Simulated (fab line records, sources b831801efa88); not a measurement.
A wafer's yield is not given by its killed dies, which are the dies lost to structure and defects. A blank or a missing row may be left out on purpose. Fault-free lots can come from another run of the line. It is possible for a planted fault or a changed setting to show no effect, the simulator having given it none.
Matching of chambers ; flow gf180mcu ; 4 sister chambers for GF_CONTACT_ETCH_16 on rie-diel-04
The step etches BARC in N2/H2. 16 wafers are shown with their chamber, then 8 later ones without.

## WAFERS WITH THEIR CHAMBER
wafer;chamber;drypump-motor-current-A (A);throttle-valve-pct (%);oes-product-au (a.u.)
L902.2;2;4.7;13.213;0.856
L902.5;2;4.7;13.223;0.852
L902.6;1;6.4;13.222;0.855
L908.2;0;5.1;13.226;0.859
L908.3;2;4.8;13.217;0.851
L908.4;3;5.3;13.228;0.859
L909.3;3;5.3;13.217;0.858
L909.4;2;4.8;13.220;0.858
L909.6;1;6.4;13.230;0.855
L911.1;2;4.8;13.222;0.860
L911.2;0;5.1;13.217;0.856
L911.6;2;4.8;13.216;0.852
L912.1;3;5.2;13.219;0.856
L912.2;0;5.0;13.213;0.855
L912.5;1;6.4;13.239;0.855
L917.2;2;4.7;13.220;0.853

SIGNATURES, as means of the wafers listed above
reading;chamber 0;chamber 1;chamber 2;chamber 3;scatter within a chamber
drypump-motor-current-A;5.067;6.400;4.757;5.267;0.0504
throttle-valve-pct;13.21867;13.23033;13.21871;13.22133;0.00561
oes-product-au;0.85667;0.85500;0.85457;0.85767;0.00266
Rule: distance of a wafer from a chamber = root of the sum over the readings of ((wafer's reading minus chamber's mean) / reading's scatter) squared. The wafer belongs to the nearest chamber; if the next one is less than 2 further off, it can't be placed. The scatter: take each reading less its chamber's mean, square it, sum over the shown wafers, divide by the number of wafers less the number of chambers, and take the root.

## WAFERS MISSING THEIR CHAMBER
wafer;drypump-motor-current-A (A);throttle-valve-pct (%);oes-product-au (a.u.)
L917.4;6.5;13.224;0.859
L917.5;5.2;13.223;0.859
L924.2;5.3;13.210;0.865
L924.3;4.7;13.210;0.861
L924.6;5.3;13.221;0.862
L925.2;5.2;13.226;0.854
L925.3;4.8;13.216;0.858
L925.6;4.7;13.238;0.855

## WHICH CHAMBER EACH WENT THROUGH
wafer;from the rows above;in truth
L917.4;1;1
L917.5;can't be placed: 3 or 0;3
L924.2;3;3
L924.3;2;2
L924.6;3;3
L925.2;can't be placed: 3 or 0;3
L925.3;2;2
L925.6;2;2
Placed correctly: 6 of 8. Cannot be placed on the basis of these rows: 2; the candidates contain the true chamber in 2. Placed wrongly: 0.
